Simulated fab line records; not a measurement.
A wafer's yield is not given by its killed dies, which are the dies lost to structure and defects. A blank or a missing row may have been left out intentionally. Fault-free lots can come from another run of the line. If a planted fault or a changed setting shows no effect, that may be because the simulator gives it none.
Which tool was responsible? | flow gf180mcu | Sampling: 13 lots, 39 wafers, 5 of 602 route steps

WHAT EACH GAUGE READ, for each wafer
GF_V4_THK_MEAS_25: measures by xrf.
lot  | measured     | on            | V4_W_THK (nm)
L311 | day 24 07:29 | film_metro-03 | 357 358 366
L312 | day 24 20:08 | film_metro-01 | 357 356 356
L313 | day 25 04:30 | film_metro-01 | 360 365 360
L315 | day 25 18:44 | film_metro-01 | 357 359 359
L316 | day 26 06:25 | film_metro-03 | 362 362 362
L317 | day 26 10:05 | film_metro-03 | 363 356 355
L318 | day 26 21:21 | film_metro-01 | 354 350 355
L319 | day 27 04:41 | film_metro-01 | 363 358 359
L321 | day 27 20:10 | film_metro-02 | 360 364 359
L329 | day 30 04:23 | film_metro-02 | 363 365 359
L331 | day 30 12:49 | film_metro-02 | 364 368 367
L333 | day 31 03:40 | film_metro-03 | 368 357 361
L334 | day 31 11:32 | film_metro-02 | 356 363 362

GF_V5_THK_MEAS_01.
lot  | measured     | on            | V5_CVD_00_THK (nm)
L311 | day 26 03:46 | film_metro-04 | 307.7 304.1 306.3
L312 | day 26 16:10 | film_metro-03 | 297.2 295.9 299.7
L313 | day 26 23:49 | film_metro-04 | 297.0 299.5 297.6
L315 | day 27 12:43 | film_metro-02 | 303.2 299.6 300.7
L316 | day 28 00:43 | film_metro-02 | 302.2 302.1 301.6
L317 | day 28 03:35 | film_metro-02 | 302.0 305.9 299.4
L318 | day 28 14:38 | film_metro-04 | 304.2 302.5 301.4
L319 | day 28 21:33 | film_metro-02 | 303.4 301.0 301.3
L321 | day 29 13:05 | film_metro-04 | 599.3 597.7 597.3 598.7 598.0 598.4
L329 | day 31 18:16 | film_metro-02 | 601.9 593.8 597.5 601.5 593.7 597.4
L331 | day 32 02:43 | film_metro-02 | 297.5 296.4 296.5
L333 | day 32 15:27 | film_metro-02 | 299.6 297.2 299.1
L334 | day 32 22:46 | film_metro-02 | 296.8 295.4 301.5

WHICH TOOL RAN EACH LOT (tool, then ch and the chambers of the sampled wafers, then the start)
lot  | GF_V4_CMP_26                  | GF_MIM_STRIP_20                      | GF_V5_CVD_00
L311 | cmp-02 ch 0,1,3, day 24 07:36 | plasma_asher-04 ch 0,1, day 25 05:36 | hdpcvd-02 ch 0,1, day 26 03:43
L312 | cmp-01 ch 0,1,3, day 24 20:11 | plasma_asher-03 ch 0,1, day 25 18:04 | hdpcvd-01 ch 0,1,2, day 26 16:07
L313 | cmp-01 ch 1,2,3, day 25 04:40 | plasma_asher-04 ch 0,1, day 26 01:57 | hdpcvd-02 ch 0,1,2, day 26 23:46
L315 | cmp-01 ch 1,2, day 25 18:48   | plasma_asher-04 ch 0,1, day 26 16:11 | hdpcvd-01 ch 0,2, day 27 12:40
L316 | cmp-01 ch 1,2, day 26 06:27   | plasma_asher-04 ch 0,1, day 27 03:36 | hdpcvd-01 ch 1,2, day 28 00:39
L317 | cmp-01 ch 0,2,3, day 26 10:09 | plasma_asher-04 ch 0,1, day 27 06:23 | hdpcvd-02 ch 0,1,2, day 28 03:32
L318 | cmp-01 ch 0,1,2, day 26 21:29 | plasma_asher-03 ch 0,1, day 27 17:50 | hdpcvd-01 ch 1,2, day 28 14:34
L319 | cmp-02 ch 1,2, day 27 04:44   | plasma_asher-04 ch 0,1, day 28 01:05 | hdpcvd-02 ch 0,1, day 28 21:30
L321 | cmp-01 ch 2,3, day 27 20:13   | plasma_asher-02 ch 0,1, day 28 16:30 | hdpcvd-02 ch 0,1,2, day 29 12:49
L329 | cmp-02 ch 1,2,3, day 30 04:32 | plasma_asher-04 ch 0,1, day 30 23:08 | hdpcvd-01 ch 0,1,2, day 31 18:00
L331 | cmp-02 ch 1,2,3, day 30 13:23 | plasma_asher-02 ch 0,1, day 31 08:16 | hdpcvd-02 ch 0,1, day 32 02:40
L333 | cmp-01 ch 1,2, day 31 03:43   | plasma_asher-04 ch 0,1, day 31 21:54 | hdpcvd-01 ch 0,1, day 32 15:24
L334 | cmp-02 ch 0,2, day 31 11:35   | plasma_asher-04 ch 0,1, day 32 04:49 | hdpcvd-01 ch 0,1,2, day 32 22:43
- GF_V4_CMP_26: polishes, stops on SiO2, t overpolish 15 s, target thk 0 nm.
- GF_MIM_STRIP_20: strips in O2/N2.
- GF_V5_CVD_00: deposits SiO2, target thk 300 nm, time 50 s.

WHAT THE TOOLS THEMSELVES READ (means of the sampled wafers that have a number; where no wafer has one, the mark that the record gives instead)
GF_V4_CMP_26.
lot  | tool   | motor_current_A (A) | overpolish_run_s (s) | slurry_filter_dp_kPa (kPa) | time_to_endpoint_s (s)
L311 | cmp-02 | 11.0                | 15.008               | 13.55                      | 82
L312 | cmp-01 | 10.4                | 14.993               | 13.46                      | 83
L313 | cmp-01 | 10.5                | 15.000               | 13.48                      | 85
L315 | cmp-01 | 10.5                | 15.009               | 13.51                      | 86
L316 | cmp-01 | 10.9                | 15.001               | 13.43                      | 84
L317 | cmp-01 | 10.4                | 15.003               | 13.43                      | 81
L318 | cmp-01 | 10.7                | 14.992               | 13.34                      | 87
L319 | cmp-02 | 11.5                | 14.998               | 13.52                      | 77
L321 | cmp-01 | 10.9                | 15.007               | 13.40                      | 83
L329 | cmp-02 | 12.2                | 15.010               | 13.35                      | 81
L331 | cmp-02 | 12.2                | 14.998               | 13.67                      | 85
L333 | cmp-01 | 10.5                | 15.005               | 13.52                      | 86
L334 | cmp-02 | 10.4                | 15.000               | 13.40                      | 83

GF_MIM_STRIP_20.
lot  | tool            | drypump_motor_current_A (A) | heater_power_w (W) | oes_product_au (a.u.) | strip_time_to_endpoint_s (s)
L311 | plasma_asher-04 | 5.9                         | 305                | 0.688                 | 11.20
L312 | plasma_asher-03 | 6.4                         | 326                | 0.692                 | 11.28
L313 | plasma_asher-04 | 5.6                         | 311                | 0.688                 | 11.20
L315 | plasma_asher-04 | 5.6                         | 311                | 0.692                 | 11.23
L316 | plasma_asher-04 | 5.6                         | 315                | 0.692                 | 11.22
L317 | plasma_asher-04 | 5.6                         | 319                | 0.694                 | 11.26
L318 | plasma_asher-03 | 6.4                         | 329                | 0.690                 | 11.19
L319 | plasma_asher-04 | 6.0                         | 308                | 0.689                 | 11.25
L321 | plasma_asher-02 | 5.8                         | 308                | 0.694                 | 11.27
L329 | plasma_asher-04 | 6.0                         | 313                | 0.689                 | 11.21
L331 | plasma_asher-02 | 5.5                         | 347                | 0.690                 | 11.23
L333 | plasma_asher-04 | 6.0                         | 310                | 0.693                 | 11.25
L334 | plasma_asher-04 | 5.6                         | 313                | 0.692                 | 11.24

THE ANSWER, worked out from the rows above alone
Rule: the lots themselves supply what counts as usual. Put in order of their means at a reading, lots are off if they are a third of the lots or fewer, leave a main group of 4 or more, and stand apart from it by a gap of 3 or more times the standard deviation of the main group's means; of several such gaps the widest counts. The tables above print the reading to a certain number of digits; a main group whose means all agree to those digits is not used. Also off: a lot with no number at a reading for which 4 or more lots have one. All remaining lots with rows at the step are treated as sound. After the gauges, taken in route order, come the tools' own readings; for these a lot's mean is taken, as printed above. At the first step where some lot is off, the reading lying furthest off is the one used; lots without a number count as furthest.
Off: at GF_V5_THK_MEAS_01 (V5_CVD_00_THK), L321, L329. Main group: mean 300.5 nm, sd 2.7.
If a tool, at a process step before that reading, ran all the lots that are off and no sound lot after the first of them, it fits. The gauges at GF_V5_THK_MEAS_01 are tried like those tools. Of those tried, none fits.

WHAT THE SIMULATOR PUT IN
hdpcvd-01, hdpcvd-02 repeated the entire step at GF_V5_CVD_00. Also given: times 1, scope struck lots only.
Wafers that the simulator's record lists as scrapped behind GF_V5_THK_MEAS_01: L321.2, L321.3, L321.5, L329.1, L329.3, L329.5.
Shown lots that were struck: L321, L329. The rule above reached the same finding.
